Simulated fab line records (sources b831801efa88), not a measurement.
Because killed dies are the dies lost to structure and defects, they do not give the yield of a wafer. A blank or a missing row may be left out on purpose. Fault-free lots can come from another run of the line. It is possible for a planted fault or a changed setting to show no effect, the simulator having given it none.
fab line records	flow sky130
[record] lots = 6	wafers = 18	lastDay = 50
route steps=708 shown VT_ADJUST_HVTR@139 VT_ADJUST_PCH@143 SONOS_TUNNEL@154 PAD_OPEN@708
lots that met no fault: taken from a fault-free run of the same line
startH: hours from the record's first day to the start of the lot's first wafer shown	waitH: hours from the lot's prior step to this one	" as in the row above	L1.1+2: a single row standing in for several wafers	- no value present, or no start provided	* or withheld: withheld	< > ~ a bound
route shown NAME@n: names a module that has steps shown in the file, with the first one's number in the route	usual: mean and standard deviation over wafers with no fault	same: alike in all rows	chamber/n: place in a boat	sites: the reading at each site	_std_site: the values' standard deviation	_edge_site: inner sites' mean taken away from outer sites' mean	radiusMm: for every site, how far away it sits from the centre of the wafer	mask NAME#n: copy n	behind: the tool/chamber that last shaped the wafer	hold: reason for holding the lot/hours on hold/outcome of the hold	device: which transistor (n, p or np) failed to switch	end of line: the route-end tests of the same wafers	for a step that has no rows: nothing shown but its recipe	killed: count of dies lost to structure and defects at first sort (not the wafer's yield)	map: dies across one wafer; x = killed, . = not, _ = none there
set.NAME: the setting that was run; set.NAME@STEP: the one run at that earlier step	model.NAME: the simulator's own value behind a step, which no gauge read
lots at some steps of the route; a table a step, a row a wafer
services: when a tool's chamber went out of use (startH, in hours from the record's first day, below 0 if earlier), for how many hours, and the reason
[[steps]]
[step SKY_VT_ADJUST_HVTR_OVL_MEAS_08]
[usual] VT_ADJUST_HVTR_OVL = 1.1/1.7
lot.wafer	tool	chamber	startH	waitH	VT_ADJUST_HVTR_OVL[nm]
L237.1	overlay-01	-	202.48	0.1	1.8
L237.5	"	-	"	"	0.6
L237.6	"	-	"	"	-0.9
L239.1	overlay-02	-	213.18	0.1	1.7
L239.2	"	-	"	"	2.2
L239.5	"	-	"	"	2.3
L242.1	overlay-01	-	232.24	0.1	1.0
L242.2	"	-	"	"	0.8
L242.4	"	-	"	"	2.1
L243.3	overlay-02	-	242.97	0.1	1.1
L243.5	"	-	"	"	1.7
L243.6	"	-	"	"	0.7
L253.1	overlay-02	-	320.11	0.1	1.6
L253.2	"	-	"	"	0.8
L253.4	"	-	"	"	0.9
L260.4	overlay-01	-	373.45	0.1	0.0
L260.5	"	-	"	"	-1.1
L260.6	"	-	"	"	-0.1
[step SKY_VT_ADJUST_HVTR_IMPLANT_09]
[recipe] species = B	energyKev = 10	doseCm2 = 2.1e+12	tiltDeg = withheld
[step SKY_VT_ADJUST_HVTR_STRIP_10]
[recipe] chemistry = O2/N2	powerW = 1400	pressureMtorr = 1500	platenTempC = withheld	o2FlowSccm = 3000	n2FlowSccm = 300	overashFraction = 0.5
[usual] drypumpMotorCurrentA = 5.7/0.32	oesProductAu = 0.716/0.0044	stripTimeToEndpointS = 14.20/0.041
lot.wafer	tool	chamber	startH	waitH	drypumpMotorCurrentA	oesProductAu	rfHoursCounterH	stripTimeToEndpointS
L237.1	plasmaAsher-03	0	202.66	0.1	5.7	0.721	50	14.14
L237.5	"	1	"	"	5.1	0.713	-	14.14
L237.6	"	0	"	"	5.6	0.714	-	14.17
L239.1	plasmaAsher-04	0	213.36	0.1	6.2	0.713	52	14.21
L239.2	"	1	"	"	5.8	0.713	52	14.15
L239.5	"	1	"	"	5.8	0.717	-	14.19
L242.1	plasmaAsher-03	0	232.42	0.1	5.7	0.714	53	14.19
L242.2	"	1	"	"	5.1	0.718	53	14.15
L242.4	"	1	"	"	5.2	0.707	-	14.18
L243.3	plasmaAsher-04	0	243.18	0.1	6.2	0.715	-	14.13
L243.5	"	0	"	"	6.2	0.718	-	14.06
L243.6	"	1	"	"	5.8	0.708	-	14.11
L253.1	plasmaAsher-03	1	320.30	0.1	5.1	0.716	61	14.21
L253.2	"	0	"	"	5.6	0.712	61	14.17
L253.4	"	0	"	"	5.6	0.714	-	14.15
L260.4	plasmaAsher-04	1	373.66	0.1	5.8	0.724	-	14.15
L260.5	"	1	"	"	5.8	0.715	-	14.13
L260.6	"	0	"	"	6.2	0.715	-	14.17
[step SKY_VT_ADJUST_HVTR_TW_MEAS_11]
[usual] VT_ADJUST_HVTR_TW = 210.3/1.7
lot.wafer	tool	chamber	startH	waitH	VT_ADJUST_HVTR_TW
L237.1	filmMetro-02	-	202.76	0.1	209.2
L237.5	"	-	"	"	208.7
L237.6	"	-	"	"	208.3
L239.1	filmMetro-04	-	213.46	0.1	213.5
L239.2	"	-	"	"	211.9
L239.5	"	-	"	"	211.3
L242.1	filmMetro-01	-	232.52	0.1	211.0
L242.2	"	-	"	"	211.6
L242.4	"	-	"	"	211.3
L243.3	filmMetro-02	-	243.27	0.1	208.4
L243.5	"	-	"	"	208.6
L243.6	"	-	"	"	208.4
L253.1	filmMetro-02	-	320.40	0.1	208.9
L253.2	"	-	"	"	208.6
L253.4	"	-	"	"	207.4
L260.4	filmMetro-01	-	373.75	0.1	211.3
L260.5	"	-	"	"	211.7
L260.6	"	-	"	"	211.2
[step SKY_VT_ADJUST_PCH_DEHYDRATE_00]
[recipe] tempC = 200	timeS = 60
[step SKY_VT_ADJUST_PCH_HMDS_01]
[recipe] primeTimeS = 60	primeTempC = 120
[step SKY_VT_ADJUST_PCH_COAT_02]
[recipe] spinRpm = 2000	resistThkNm = 3000
[step SKY_VT_ADJUST_PCH_SOFTBAKE_03]
[recipe] tempC = 110	timeS = withheld
[step SKY_VT_ADJUST_PCH_EXPOSE_04]
[recipe] maskId = NWM	na = 0.6	sourceShape = conventional	sigmaOuter = 0.6	polarization = unpolarized	targetCdNm = 840	doseMj = 255
[step SKY_VT_ADJUST_PCH_PEB_05]
[recipe] tempC = 115	timeS = withheld
[step SKY_VT_ADJUST_PCH_DEVELOP_06]
[recipe] wallAngleDeg = 90	developer = TMAH	developTimeS = 60	devTempC = 23
[step SKY_VT_ADJUST_PCH_OVL_MEAS_07]
[usual] VT_ADJUST_PCH_OVL = 1.3/1.3
lot.wafer	tool	chamber	startH	waitH	VT_ADJUST_PCH_OVL[nm]
L237.1	overlay-02	-	223.21	-	1.1
L237.5	"	-	"	"	3.1
L237.6	"	-	"	"	2.1
L239.1	overlay-02	-	235.62	-	3.1
L239.2	"	-	"	"	1.0
L239.5	"	-	"	"	2.8
L242.1	overlay-01	-	255.58	-	1.7
L242.2	"	-	"	"	-0.1
L242.4	"	-	"	"	1.7
L243.3	overlay-02	-	267.04	-	1.1
L243.5	"	-	"	"	3.6
L243.6	"	-	"	"	2.9
L253.1	overlay-02	-	347.03	-	2.4
L253.2	"	-	"	"	2.8
L253.4	"	-	"	"	1.9
L260.4	overlay-01	-	402.00	-	1.9
L260.5	"	-	"	"	2.3
L260.6	"	-	"	"	1.6
[step SKY_VT_ADJUST_PCH_IMPLANT_08]
[recipe] species = B	energyKev = 9.926	doseCm2 = 5e+11	tiltDeg = withheld
[usual] beamOnS = 9.98/0.2	endStationPressureTorr = 4.99e-06/2.7e-07	faradayCurrentUA = 2.81/0.055
lot.wafer	tool	chamber	startH	waitH	beamOnS	endStationPressureTorr	faradayCurrentUA
L237.1	implanter-03	0	223.24	0.0	9.95	5.57e-06	2.83
L237.5	"	0	"	"	10.10	5.31e-06	2.77
L237.6	"	0	"	"	9.99	5.08e-06	2.81
L239.1	implanter-03	0	235.65	0.0	9.97	5.42e-06	2.81
L239.2	"	0	"	"	9.70	5.04e-06	2.88
L239.5	"	0	"	"	9.85	4.73e-06	2.85
L242.1	implanter-03	0	255.62	0.0	14.26	0.0001191	1.99
L242.2	"	0	"	"	13.88	0.00012349	2.06
L242.4	"	0	"	"	14.21	0.0001127	2.00
L243.3	implanter-03	0	267.12	0.1	14.02	0.00011102	2.03
L243.5	"	0	"	"	13.89	0.00012542	2.05
L243.6	"	0	"	"	14.58	0.00012414	1.95
L253.1	implanter-03	0	347.07	0.0	9.73	4.9e-06	2.87
L253.2	"	0	"	"	9.85	5.08e-06	2.85
L253.4	"	0	"	"	10.20	4.63e-06	2.76
L260.4	implanter-02	0	402.09	0.1	10.01	5.35e-06	2.80
L260.5	"	0	"	"	9.91	5.02e-06	2.83
L260.6	"	0	"	"	9.51	4.71e-06	2.95
[step SKY_VT_ADJUST_PCH_STRIP_09]
[recipe] chemistry = O2/N2	powerW = 1400	pressureMtorr = 1500	platenTempC = withheld	o2FlowSccm = 3000	n2FlowSccm = 300	overashFraction = 0.5
[usual] drypumpMotorCurrentA = 5.74/0.26	oesProductAu = 0.722/0.0045	stripTimeToEndpointS = 37.00/0.09
lot.wafer	tool	chamber	startH	waitH	drypumpMotorCurrentA	oesProductAu	rfHoursCounterH	stripTimeToEndpointS
L237.1	plasmaAsher-02	1	223.39	0.1	5.47	0.719	44	37.02
L237.5	"	1	"	"	5.47	0.724	-	36.95
L237.6	"	0	"	"	5.71	0.726	-	36.99
L239.1	plasmaAsher-04	1	235.80	0.1	5.77	0.720	55	36.92
L239.2	"	0	"	"	6.18	0.717	55	36.88
L239.5	"	1	"	"	5.79	0.720	-	37.02
L242.1	plasmaAsher-02	0	255.77	0.1	5.74	0.718	47	37.04
L242.2	"	1	"	"	5.49	0.725	47	37.08
L242.4	"	1	"	"	5.48	0.726	-	37.04
L243.3	plasmaAsher-02	1	267.25	0.1	5.46	0.723	-	37.32
L243.5	"	0	"	"	5.72	0.729	-	37.15
L243.6	"	1	"	"	5.47	0.719	-	37.14
L253.1	plasmaAsher-02	1	347.22	0.1	5.48	0.719	56	36.90
L253.2	"	0	"	"	5.72	0.727	56	36.98
L253.4	"	0	"	"	5.72	0.722	-	36.91
L260.4	plasmaAsher-01	0	402.20	0.1	6.03	0.729	-	36.99
L260.5	"	1	"	"	5.40	0.721	-	37.05
L260.6	"	0	"	"	6.00	0.715	-	36.94
[step SKY_VT_ADJUST_PCH_TW_MEAS_10]
[usual] VT_ADJUST_PCH_TW = 142.3/1.1
lot.wafer	tool	chamber	startH	waitH	VT_ADJUST_PCH_TW
L237.1	filmMetro-04	-	223.49	0.1	142.8
L237.5	"	-	"	"	144.0
L237.6	"	-	"	"	142.1
L239.1	filmMetro-03	-	235.90	0.1	142.3
L239.2	"	-	"	"	141.3
L239.5	"	-	"	"	142.8
L242.1	filmMetro-03	-	255.87	0.1	152.8
L242.2	"	-	"	"	151.6
L242.4	"	-	"	"	152.2
L243.3	filmMetro-02	-	267.34	0.1	149.6
L243.5	"	-	"	"	149.3
L243.6	"	-	"	"	149.5
L253.1	filmMetro-02	-	347.32	0.1	140.0
L253.2	"	-	"	"	140.7
L253.4	"	-	"	"	141.6
L260.4	filmMetro-03	-	402.30	0.1	142.1
L260.5	"	-	"	"	142.5
L260.6	"	-	"	"	142.6
[step SKY_SONOS_TUNNEL_DEHYDRATE_00]
[recipe] tempC = 200	timeS = 60
[step SKY_PAD_OPEN_PROBE_99]
[usual] killed_at_M0_to_M3 = 42/7.1	killed_at_M4_up = 3.0/1.7	killedAtContacts = 25/5	killedAtFrontEnd = 16/4.4	killedAtOther = 0.5/1.4	killedDies = 87/9.2	killedOnRim = 18/4.3	killedOpen = 47/6.2	killedShort = 39/6.6
[same] grossDies = 492	killedAtBackSide = 0
lot.wafer	tool	chamber	startH	waitH	killed_at_M0_to_M3	killed_at_M4_up	killedAtContacts	killedAtFrontEnd	killedAtOther	killedDies	killedOnRim	killedOpen	killedShort	model.etest.pfet_01v8_lvt.driveUaUm	model.etest.pfetG5v0d10v5.offLog10AUm	model.etest.pfet_01v8_lvt.offLog10AUm	model.etest.pfetG5v0d10v5.vtSatV	model.etest.pfet_16v.vtV	model.etest.pfetG5v0d10v5.vtV	model.etest.pfetG5v0d10v5.vtLongV	model.etest.pfet_01v8_lvt.vtSatV
L237.1	prober-01	-	1069.79	0.1	46	3	24	20	1	94	22	56	38	177.9	-12.32	-8.536	-0.6019	-1.102	-0.8076	-0.937	-0.4029
L237.5	prober-01	-	1069.99	0.2	52	2	20	11	2	87	17	47	39	177.4	-12.55	-8.361	-0.637	-1.103	-0.8414	-0.934	-0.3993
L237.6	prober-01	-	1070.04	0.2	47	0	20	13	0	80	13	44	36	178.5	-12.48	-8.59	-0.6335	-1.102	-0.8343	-0.9329	-0.4049
L239.1	prober-01	-	1080.63	0.1	42	1	25	17	0	85	14	42	43	178.8	-12.6	-8.2	-0.6375	-1.091	-0.8347	-0.9285	-0.4012
L239.2	prober-01	-	1080.68	0.1	41	6	31	12	0	90	18	50	40	173	-12.52	-8.624	-0.6352	-1.114	-0.8303	-0.943	-0.4181
L239.5	prober-01	-	1080.83	0.2	38	7	28	18	0	91	21	45	46	175.7	-12.63	-8.698	-0.6415	-1.1	-0.8264	-0.927	-0.4176
L242.1	prober-02	-	1102.95	0.1	40	3	32	12	1	88	20	49	38	184.2	-11.19	-7.655	-0.5068	-1.004	-0.7341	-0.8528	-0.3413
L242.2	prober-02	-	1103.00	0.1	53	2	26	17	1	99	21	52	47	183.9	-11.11	-7.839	-0.5002	-1.01	-0.7336	-0.8563	-0.3449
L242.4	prober-02	-	1103.10	0.2	53	3	18	17	0	91	15	43	48	183.9	-11.47	-7.733	-0.5304	-1.008	-0.7584	-0.8504	-0.3412
L243.3	prober-02	-	1117.49	0.2	47	2	28	17	1	95	16	55	39	179	-11.86	-8.429	-0.5648	-1.059	-0.7796	-0.8968	-0.388
L243.5	prober-02	-	1117.59	0.2	44	1	21	22	0	88	17	49	38	185.2	-11.77	-8.014	-0.5694	-1.032	-0.7889	-0.8725	-0.3803
L243.6	prober-02	-	1117.64	0.2	45	0	22	26	0	93	25	51	41	179.6	-11.92	-8.494	-0.5724	-1.045	-0.7818	-0.8894	-0.3916
L253.1	prober-02	-	1162.26	0.1	49	6	21	20	1	97	17	47	49	172.5	-13.12	-9.253	-0.7128	-1.154	-0.8942	-0.9768	-0.461
L253.2	prober-02	-	1162.31	0.1	33	5	16	18	0	72	17	44	28	170.1	-13.13	-9.197	-0.7011	-1.153	-0.878	-0.9746	-0.4637
L253.4	prober-02	-	1162.41	0.2	40	0	21	16	0	77	18	50	27	169.4	-12.85	-9.284	-0.6811	-1.154	-0.8621	-0.9789	-0.4585
L260.4	prober-01	-	1194.95	0.2	30	2	31	14	0	77	17	40	37	177	-12.49	-8.493	-0.6037	-1.098	-0.7954	-0.9248	-0.42
L260.5	prober-01	-	1195.00	0.2	47	4	28	19	0	98	15	53	45	175.5	-12.56	-8.577	-0.6457	-1.105	-0.8385	-0.9308	-0.4193
L260.6	prober-01	-	1195.05	0.2	41	2	25	17	0	85	19	47	38	175.7	-12.48	-8.406	-0.6176	-1.094	-0.8082	-0.9228	-0.4186
// killed by level:class
L237.1 VIA1:geometricParticle:open=14 CONTACT:geometricParticle:open=9 LI_CONTACT:geometricParticle:open=7 VIA1:geometricParticle:short=7 VIA2:geometricParticle:open=7 VIA3:geometricParticle:open=6 FIELD_ISO:geometricParticle:short=5 POLY_GATE:geometricParticle:short=5
L237.5 VIA1:geometricParticle:open=13 LI_CONTACT:geometricParticle:open=7 CONTACT:geometricParticle:open=7 VIA3:geometricParticle:open=7 POLY_GATE:geometricParticle:short=6 VIA2:geometricParticle:open=6 METAL2:geometricParticle:short=5 CONTACT:geometricParticle:short=4
L237.6 VIA1:geometricParticle:open=12 CONTACT:geometricParticle:open=10 METAL1:geometricParticle:short=7 VIA3:geometricParticle:open=6 FIELD_ISO:geometricParticle:short=4 LI_CONTACT:geometricParticle:short=4 LI_CONTACT:geometricParticle:open=4 VIA1:geometricParticle:short=4
L239.1 VIA1:geometricParticle:open=9 CONTACT:geometricParticle:open=7 METAL2:geometricParticle:short=7 VIA2:geometricParticle:open=7 FIELD_ISO:geometricParticle:short=5 LI_CONTACT:geometricParticle:open=5 CONTACT:geometricParticle:short=5 VIA3:geometricParticle:open=5
L239.2 CONTACT:geometricParticle:open=18 VIA1:geometricParticle:open=9 VIA2:geometricParticle:open=8 METAL1:geometricParticle:short=7 FIELD_ISO:geometricParticle:short=6 LI_CONTACT:geometricParticle:open=5 VIA3:geometricParticle:open=5 METAL4:geometricParticle:short=5
L239.5 CONTACT:geometricParticle:open=9 VIA1:geometricParticle:open=9 LI_CONTACT:geometricParticle:open=7 POLY_GATE:geometricParticle:short=6 VIA2:geometricParticle:short=5 CONTACT:geometricParticle:short=5 METAL2:geometricParticle:short=5 VIA2:geometricParticle:open=5
L242.1 CONTACT:geometricParticle:open=16 VIA2:geometricParticle:short=8 VIA1:geometricParticle:open=7 VIA2:geometricParticle:open=7 FIELD_ISO:geometricParticle:open=6 LI_CONTACT:geometricParticle:open=6 METAL1:geometricParticle:short=5 CONTACT:geometricParticle:short=5
L242.2 VIA1:geometricParticle:open=12 LI_CONTACT:geometricParticle:open=11 METAL2:geometricParticle:short=7 VIA2:geometricParticle:open=7 VIA1:geometricParticle:short=6 VIA3:geometricParticle:open=6 FIELD_ISO:geometricParticle:short=5 FIELD_ISO:geometricParticle:open=5
L242.4 VIA1:geometricParticle:open=8 VIA2:geometricParticle:open=8 METAL2:geometricParticle:short=7 VIA3:geometricParticle:open=6 FIELD_ISO:geometricParticle:open=5 LOCAL_INTERCONNECT:geometricParticle:short=5 CONTACT:geometricParticle:open=5 CONTACT:geometricParticle:short=5
L243.3 VIA2:geometricParticle:open=11 LOCAL_INTERCONNECT:geometricParticle:short=8 CONTACT:geometricParticle:open=8 VIA3:geometricParticle:open=8 METAL2:geometricParticle:short=8 LI_CONTACT:geometricParticle:open=6 VIA3:geometricParticle:short=5 FIELD_ISO:geometricParticle:open=4
L243.5 VIA2:geometricParticle:open=9 CONTACT:geometricParticle:open=8 VIA1:geometricParticle:open=8 FIELD_ISO:geometricParticle:short=6 LI_CONTACT:geometricParticle:open=6 METAL2:geometricParticle:short=6 FIELD_ISO:geometricParticle:open=5 POLY_GATE:geometricParticle:short=4
L243.6 CONTACT:geometricParticle:open=10 VIA1:geometricParticle:open=9 FIELD_ISO:geometricParticle:short=8 FIELD_ISO:geometricParticle:open=8 METAL2:geometricParticle:short=8 VIA3:geometricParticle:open=7 VIA2:geometricParticle:open=6 VIA2:geometricParticle:short=5
L253.1 CONTACT:geometricParticle:open=10 VIA3:geometricParticle:open=9 METAL1:geometricParticle:short=7 FIELD_ISO:geometricParticle:short=6 VIA1:geometricParticle:open=6 METAL4:geometricParticle:short=6 METAL2:geometricParticle:short=5 POLY_GATE:geometricParticle:short=5
L253.2 VIA1:geometricParticle:open=10 POLY_GATE:geometricParticle:open=8 CONTACT:geometricParticle:open=8 METAL2:geometricParticle:short=6 VIA3:geometricParticle:open=4 FIELD_ISO:geometricParticle:short=3 LI_CONTACT:geometricParticle:short=3 LI_CONTACT:geometricParticle:open=3
L253.4 CONTACT:geometricParticle:open=10 VIA1:geometricParticle:open=9 VIA3:geometricParticle:open=8 METAL1:geometricParticle:short=5 VIA1:geometricParticle:short=5 VIA2:geometricParticle:open=5 FIELD_ISO:geometricParticle:open=4 LI_CONTACT:geometricParticle:open=4
L260.4 CONTACT:geometricParticle:short=9 CONTACT:geometricParticle:open=8 LI_CONTACT:geometricParticle:open=7 VIA1:geometricParticle:open=7 VIA3:geometricParticle:open=6 LOCAL_INTERCONNECT:geometricParticle:short=5 METAL1:geometricParticle:short=5 FIELD_ISO:geometricParticle:short=4
L260.5 VIA1:geometricParticle:open=16 CONTACT:geometricParticle:short=9 LI_CONTACT:geometricParticle:open=7 CONTACT:geometricParticle:open=7 METAL1:geometricParticle:short=7 VIA3:geometricParticle:open=7 FIELD_ISO:geometricParticle:open=5 VIA1:geometricParticle:short=5
L260.6 CONTACT:geometricParticle:open=11 FIELD_ISO:geometricParticle:open=9 CONTACT:geometricParticle:short=8 VIA2:geometricParticle:open=8 VIA1:geometricParticle:open=7 METAL1:geometricParticle:short=6 VIA3:geometricParticle:open=5 VIA1:geometricParticle:short=4
[[services]]
tool	chamber	startH	hours	kind
implanter-02	-	211.95	3.8	repair
implanter-03	-	219.39	1.3	repair
implanter-03	-	245.68	2.9	repair
plasmaAsher-03	-	247.96	0.6	repair
implanter-03	-	262.76	1.2	repair
plasmaAsher-04	-	264.37	1.5	repair
plasmaAsher-02	-	270.84	2.8	pm
implanter-03	-	290.59	5.0	repair
plasmaAsher-01	-	366.33	2.8	pm
implanter-02	-	371.83	6.8	pm
plasmaAsher-03	-	394.86	2.5	repair
[[key]]
[firstSign] step = SKY_VT_ADJUST_PCH_IMPLANT_08	reading = endStationPressureTorr	direction = up	sigmas = 99+	usual = 4.99e-06	struck = 0.00011931
[effect] step = SKY_VT_ADJUST_PCH_IMPLANT_08	reading = beamOnS	direction = up	sigmas = 21	usual = 9.98	struck = 14.14
[effect] step = SKY_VT_ADJUST_PCH_TW_MEAS_10	reading = VT_ADJUST_PCH_TW	direction = up	sigmas = 7.5	usual = 142.3	struck = 150.8
[modelEffect] step = SKY_PAD_OPEN_PROBE_99	value = etest.pfet_01v8_lvt.driveUaUm	without = 178.3	struck = 182.6
metAt SKY_VT_ADJUST_PCH_IMPLANT_08
struckWafers L242.1,L242.2,L242.4,L243.3,L243.5,L243.6
testerLeftOut L242,L243
onsetBetween 235.65 255.62
[fault] kind = processParameterDrift	tool = implanter-03	chamber = -	onsetH = 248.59	steps = SKY_VT_ADJUST_PCH_IMPLANT_08	channel = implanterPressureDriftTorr	offset = 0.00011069	shape = step	endH = 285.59
[fault] kind = processParameterDrift	tool = implanter-03	chamber = -	onsetH = 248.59	steps = SKY_VT_ADJUST_PCH_IMPLANT_08	channel = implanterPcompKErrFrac	offset = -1	shape = step	endH = 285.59
// testerLeftOut: of these lots the tester's yield and bins aren't shown, on N5 and GAA mostly nor the transistor test; their killed dies are dies lost to structure and defects alone, not to doping, threshold or leakage, so they don't give the yield
